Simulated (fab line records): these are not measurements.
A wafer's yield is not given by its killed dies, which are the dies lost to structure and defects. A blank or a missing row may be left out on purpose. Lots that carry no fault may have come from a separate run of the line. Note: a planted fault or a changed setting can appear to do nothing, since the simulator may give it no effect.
Chamber matching    flow sky130    SKY_LI_CONTACT_ETCH_14 on rie diel-01 has 4 sister chambers
The step etches BARC in N2/H2, stops on SiO2, time 45.9 s, target depth 60 nm. 8 wafers are shown with their chamber, then 8 later ones without.

== WAFERS WITH THEIR CHAMBER ==
wafer   chamber  bias w (W)  h2 flow sccm (sccm)
L080.1  2        100.10      201.2
L082.6  2        100.20      200.1
L083.2  1        100.34      199.6
L083.4  0        99.94       200.2
L084.1  1        100.54      201.8
L084.4  3        99.58       199.0
L084.6  3        100.14      199.0
L089.2  0        99.90       200.0

== WAFERS WITH NO CHAMBER GIVEN ==
wafer   bias w (W)  h2 flow sccm (sccm)
L089.3  99.65       199.9
L089.5  99.78       199.8
L090.4  99.88       199.8
L090.5  100.18      200.5
L090.6  100.34      200.5
L096.2  100.12      198.8
L096.4  99.85       199.8
L096.6  99.81       199.4

== WHICH CHAMBER EACH WENT THROUGH ==
wafer   from the rows above                in truth
L089.3  can't be placed: 0 or 3 or 2       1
L089.5  can't be placed: 0 or 3 or 2       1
L090.4  can't be placed: 0 or 3 or 2       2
L090.5  can't be placed: 2 or 1 or 0       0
L090.6  can't be placed: 1 or 2 or 0       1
L096.2  can't be placed: 3 or 0 or 2 or 1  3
L096.4  can't be placed: 0 or 3 or 2       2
L096.6  can't be placed: 3 or 0 or 2       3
Correct placement for 0 of the 8. Not placeable from these rows: 8 (in 6, the candidates include the true chamber). Number placed wrongly: 0.
How it was worked out, from the rows above alone: a wafer's distance from a chamber is the root of the sum, over the readings, of the square of ((its reading less the chamber's mean) divided by the reading's scatter). The wafer belongs to the nearest chamber; if the next one is less than 2 further off, it can't be placed. The mean given for a chamber averages the wafers shown for that chamber. The scatter is the square root of a quotient: the sum, over the shown wafers, of each reading's squared deviation from its chamber's mean, divided by wafers minus chambers.
